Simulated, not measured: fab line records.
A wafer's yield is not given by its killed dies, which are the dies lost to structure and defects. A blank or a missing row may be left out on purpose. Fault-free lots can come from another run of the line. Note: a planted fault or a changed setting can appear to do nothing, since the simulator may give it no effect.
Which tool was responsible? -- flow sky130 -- Sampling: 13 lots, 39 wafers, 4 of 708 route steps

== WHAT THE GAUGES READ, wafer by wafer ==
SKY_METAL4_CD_MEAS_13 targets a cd of 300 nm. Usual: 299.9 nm for cd_nm, sd 1.5.
lot,measured,on,cd_nm (nm),flag
L953,day 41 15:46,cd_sem-02,300.2 299.5 301.0,
L954,day 41 19:53,cd_sem-01,300.4 300.6 299.3,
L955,day 41 21:34,cd_sem-02,296.7 297.2 295.0,
L956,day 42 14:23,cd_sem-01,299.2 299.4 299.3,
L957,day 42 16:05,cd_sem-01,302.6 301.5 303.1,
L958,day 43 11:02,cd_sem-02,299.1 299.8 297.5,
L959,day 43 12:59,cd_sem-02,298.7 300.6 300.4,
L961,day 44 15:16,cd_sem-01,301.1 300.1 300.8,
L965,day 45 04:02,cd_sem-01,301.3 301.3 301.5,
L966,day 45 06:44,cd_sem-01,300.9 299.7 299.1,
L969,day 45 19:24,cd_sem-02,299.6 299.7 298.6,
L970,day 46 07:14,cd_sem-02,301.9 302.8 300.2,
L971,day 46 08:14,cd_sem-02,300.1 300.4 301.9,

SKY_VIA4_OVL_MEAS_11. Usual: VIA4_OVL gives 0.6 nm (standard deviation 1.2).
lot,measured,on,VIA4_OVL (nm),flag
L953,day 42 15:56,overlay-01,1.8 -0.5 2.7,
L954,day 42 20:23,overlay-02,0.5 0.2 0.9,
L955,day 42 22:26,overlay-02,0.5 0.7 0.0,
L956,day 43 15:05,overlay-02,-1.0 0.2 -1.0,
L957,day 43 16:02,overlay-01,-1.2 0.0 1.3,
L958,day 44 10:41,overlay-01,1.8 2.0 -0.1,
L959,day 44 12:53,overlay-02,-0.3 -0.6 0.0,
L961,day 45 14:05,overlay-02,1.3 0.2 2.5,
L965,day 46 02:17,overlay-02,2.6 2.8 2.6,
L966,day 46 05:11,overlay-02,0.3 -1.0 0.2,
L969,day 46 17:18,overlay-02,0.6 0.8 -0.1,
L970,day 47 04:38,overlay-01,0.3 1.3 -0.3,
L971,day 47 05:14,overlay-01,0.4 0.7 -1.9,

== EACH LOT AND THE TOOL THAT RAN IT (in order: tool; ch and the chambers of the sampled wafers; start) ==
lot,SKY_POLY_GATE_CVD_03,SKY_CAP2M_STRIP_14
L953,"lpcvd-02 ch 1, day 15 00:44","plasma_asher-04 ch 0,1, day 40 15:30"
L954,"lpcvd-02 ch 1, day 15 09:44","plasma_asher-03 ch 0,1, day 40 18:58"
L955,"lpcvd-02 ch 1, day 15 11:29","plasma_asher-02 ch 0,1, day 40 20:57"
L956,"lpcvd-02 ch 0, day 16 02:48","plasma_asher-02 ch 0,1, day 41 14:35"
L957,"lpcvd-02 ch 0, day 16 14:02","plasma_asher-03 ch 0,1, day 41 16:56"
L958,"lpcvd-02 ch 1, day 17 02:38","plasma_asher-02 ch 0,1, day 42 11:54"
L959,"lpcvd-02 ch 1, day 17 06:49","plasma_asher-02 ch 0,1, day 42 13:48"
L961,"lpcvd-02 ch 1, day 18 16:41","plasma_asher-02 ch 0, day 43 16:27"
L965,"lpcvd-02 ch 0, day 19 15:27","plasma_asher-03 ch 0,1, day 44 05:33"
L966,"lpcvd-02 ch 0, day 19 19:55","plasma_asher-02 ch 0,1, day 44 07:45"
L969,"lpcvd-02 ch 1, day 20 16:47","plasma_asher-02 ch 0,1, day 44 21:24"
L970,"lpcvd-02 ch 1, day 21 06:17","plasma_asher-03 ch 0,1, day 45 10:03"
L971,"lpcvd-02 ch 0, day 21 11:32","plasma_asher-04 ch 1, day 45 10:57"
- SKY_POLY_GATE_CVD_03: deposits Si3N4 from DCS/NH3, target thk 75 nm, time 1290 s.
- SKY_CAP2M_STRIP_14: strips in O2/N2.

== AS READ BY THE TOOLS THEMSELVES (means over the sampled wafers that have a number; for cases with no such wafer, the mark the record gives instead) ==
SKY_POLY_GATE_CVD_03. Usual: zone_power_bottom_pct 18.7 %, standard deviation 1.7; zone_power_lower_pct 12.12 %, standard deviation 0.17; zone_power_upper_pct 13.30 %, standard deviation 0.27.
lot,tool,zone_power_bottom_pct (%),zone_power_lower_pct (%),zone_power_upper_pct (%),flag
L953,lpcvd-02,17.3,12.02,13.54,
L954,lpcvd-02,17.3,11.97,13.52,
L955,lpcvd-02,17.3,11.89,13.59,
L956,lpcvd-02,20.7,12.21,13.02,
L957,lpcvd-02,20.9,12.27,13.02,
L958,lpcvd-02,17.2,11.98,13.53,
L959,lpcvd-02,17.1,12.06,13.46,
L961,lpcvd-02,17.1,12.02,13.46,
L965,lpcvd-02,21.0,12.09,13.09,
L966,lpcvd-02,20.7,12.23,12.94,
L969,lpcvd-02,17.3,12.00,13.45,
L970,lpcvd-02,17.2,11.94,13.42,
L971,lpcvd-02,20.9,12.31,12.98,

SKY_CAP2M_STRIP_14. Usual: drypump_motor_current_A 5.6 A, standard deviation 0.51; o2_flow_sccm 3000 sccm, standard deviation 9.1; oes_product_au 0.709 a.u., standard deviation 0.0044; strip_time_to_endpoint_s 12.65 s, standard deviation 0.056.
lot,tool,drypump_motor_current_A (A),o2_flow_sccm (sccm),oes_product_au (a.u.),strip_time_to_endpoint_s (s),flag
L953,plasma_asher-04,6.0,3001,0.713,12.61,
L954,plasma_asher-03,5.5,3004,0.708,12.67,
L955,plasma_asher-02,5.6,2998,0.707,12.65,
L956,plasma_asher-02,5.4,2989,0.712,12.66,
L957,plasma_asher-03,5.7,2993,0.705,12.67,
L958,plasma_asher-02,5.4,2993,0.710,12.66,
L959,plasma_asher-02,5.4,2999,0.711,12.66,
L961,plasma_asher-02,5.1,3005,0.709,12.61,
L965,plasma_asher-03,5.7,2994,0.711,12.66,
L966,plasma_asher-02,5.7,3000,0.710,12.64,
L969,plasma_asher-02,5.4,2999,0.709,12.67,
L970,plasma_asher-03,5.7,3007,0.710,12.61,
L971,plasma_asher-04,4.7,2993,0.709,12.62,

== THE ANSWER, worked out from the rows above alone ==
Rule: a lot counts as off when the mean over its wafers that have a number is more than 3 standard deviations away from the usual mean. A lot without any number at a reading at which 4 lots or more have one is off too. Where the step has rows for the other lots, those lots are counted as sound. Order of review: gauges by route order, followed by the tools' own readings, for which a lot's mean as printed above is used. The first step at which some lot is off is used, and at that step the reading that is off furthest; a lot without a number counts as furthest.
No lot is off at any reading shown: from this, nothing can be told.

== WHAT HAD BEEN PUT IN BY THE SIMULATOR ==
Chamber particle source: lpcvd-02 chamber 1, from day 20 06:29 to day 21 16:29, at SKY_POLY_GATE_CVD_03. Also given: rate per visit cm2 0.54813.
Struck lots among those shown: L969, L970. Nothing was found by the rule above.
